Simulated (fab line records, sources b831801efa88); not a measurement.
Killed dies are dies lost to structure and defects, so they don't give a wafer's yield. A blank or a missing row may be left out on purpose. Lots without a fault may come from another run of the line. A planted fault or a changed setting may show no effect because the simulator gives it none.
Which tool did it? | flow sky130 | 6 lots, 18 wafers sampled, at 4 steps of a route of 708

WHAT THE GAUGES READ, wafer by wafer
SKY_VT_ADJUST_NCORE_TW_MEAS_11.
lot  | measured     | on            | VT_ADJUST_NCORE_TW
L433 | day 9 19:00  | film_metro-01 | 215.3 216.4 215.9
L435 | day 10 07:09 | film_metro-02 | 222.2 222.0 222.2
L437 | day 10 21:17 | film_metro-03 | 222.1 220.9 220.6
L443 | day 12 15:34 | film_metro-01 | 196.3 197.4 196.1
L450 | day 14 17:55 | film_metro-03 | 219.6 220.7 220.8
L452 | day 15 08:30 | film_metro-03 | 220.4 220.5 221.7

WHICH TOOL RAN EACH LOT (tool, then ch and the chambers of the sampled wafers, then the start)
lot  | SKY_NWELL_STRIP_25                   | SKY_VT_ADJUST_LVTN_STRIP_09          | SKY_VT_ADJUST_NCORE_IMPLANT_09
L433 | plasma_asher-02 ch 1, day 6 09:31    | plasma_asher-02 ch 1, day 8 00:49    | implanter-04 ch 0, day 9 18:45
L435 | plasma_asher-02 ch 1, day 6 18:52    | plasma_asher-03 ch 0,1, day 8 11:40  | implanter-03 ch 0, day 10 06:54
L437 | plasma_asher-03 ch 0,1, day 7 07:43  | plasma_asher-04 ch 0,1, day 9 01:28  | implanter-02 ch 0, day 10 21:02
L443 | plasma_asher-02 ch 0,1, day 8 19:07  | plasma_asher-04 ch 0,1, day 10 15:51 | implanter-04 ch 0, day 12 15:20
L450 | plasma_asher-01 ch 0,1, day 10 14:12 | plasma_asher-04 ch 0,1, day 12 14:17 | implanter-03 ch 0, day 14 17:41
L452 | plasma_asher-01 ch 0,1, day 11 03:50 | plasma_asher-03 ch 0,1, day 13 05:04 | implanter-04 ch 0, day 15 08:16
- SKY_NWELL_STRIP_25: strips in O2/N2.
- SKY_VT_ADJUST_LVTN_STRIP_09: strips in O2/N2.
- SKY_VT_ADJUST_NCORE_IMPLANT_09

THE ANSWER, worked out from the rows above alone
Rule: what is usual is taken from the lots themselves. Put in order of their means at a reading, lots are off if they are a third of the lots or fewer, leave a main group of 4 or more, and stand apart from it by a gap of 3 or more times the standard deviation of the main group's means; of several such gaps the widest counts. A main group whose means are all the same, to the digits that the tables above print for the reading, isn't used. A lot without any number at a reading at which 4 lots or more have one is off too. The other lots that the step has rows for count as sound.
Off: L443, at SKY_VT_ADJUST_NCORE_TW_MEAS_11 (VT_ADJUST_NCORE_TW). The main group: mean 220.1, standard deviation 2.2.
A tool fits if, at a process step before that reading, it ran every lot that is off, and no sound lot after the first of them. The gauges at SKY_VT_ADJUST_NCORE_TW_MEAS_11 are tried like those tools. Can't be told from this: 2 tools fit, plasma_asher-02 at SKY_NWELL_STRIP_25, film_metro-01 at SKY_VT_ADJUST_NCORE_TW_MEAS_11.

WHAT THE SIMULATOR HAD PUT IN
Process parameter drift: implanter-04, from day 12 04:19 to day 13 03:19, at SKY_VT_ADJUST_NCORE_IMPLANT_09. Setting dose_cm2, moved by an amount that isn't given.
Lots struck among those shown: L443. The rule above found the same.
